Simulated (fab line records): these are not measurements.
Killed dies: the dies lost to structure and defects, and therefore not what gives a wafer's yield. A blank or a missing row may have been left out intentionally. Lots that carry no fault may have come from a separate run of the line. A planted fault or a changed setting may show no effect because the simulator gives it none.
Which of the tools did it? | flow sky130 | at 1 step of a route of 708, 7 lots with 21 wafers sampled

## WHAT THE GAUGES SHOWED, per wafer
SKY_NWELL_OVL_MEAS_10.
lot  | measured    | on         | NWELL_00_OVL (nm)
L905 | day 4 17:15 | overlay-01 | 1.2 2.0 1.8
L907 | day 5 07:42 | overlay-02 | -1.3 -0.1 -1.2
L910 | day 6 01:37 | overlay-02 | 1.2 0.5 1.5
L912 | day 6 11:30 | overlay-02 | -2.2 -0.7 -1.1
L915 | day 7 08:00 | overlay-01 | 2.2 1.3 1.6
L923 | day 9 01:45 | overlay-01 | -0.1 -1.3 -0.5
L925 | day 9 14:21 | overlay-02 | 2.0 1.5 3.9

## EACH LOT AND THE TOOL THAT RAN IT (in order: tool; ch and the chambers of the sampled wafers; start)
No process step before these readings appears in the record.

## THE ANSWER, worked out from the rows above alone
Rule: the usual values come from the lots themselves. Put in order of their means at a reading, lots are off if they are a third of the lots or fewer, leave a main group of 4 or more, and stand apart from it by a gap of 3 or more times the standard deviation of the main group's means; of several such gaps the widest counts. A main group whose means are all the same, to the digits that the tables above print for the reading, isn't used. Also off: a lot with no number at a reading for which 4 or more lots have one. Any other lot the step has rows for is counted as sound.
Nothing can be told from this: no lot is off at any reading shown.

## WHAT THE SIMULATOR HAD INSERTED
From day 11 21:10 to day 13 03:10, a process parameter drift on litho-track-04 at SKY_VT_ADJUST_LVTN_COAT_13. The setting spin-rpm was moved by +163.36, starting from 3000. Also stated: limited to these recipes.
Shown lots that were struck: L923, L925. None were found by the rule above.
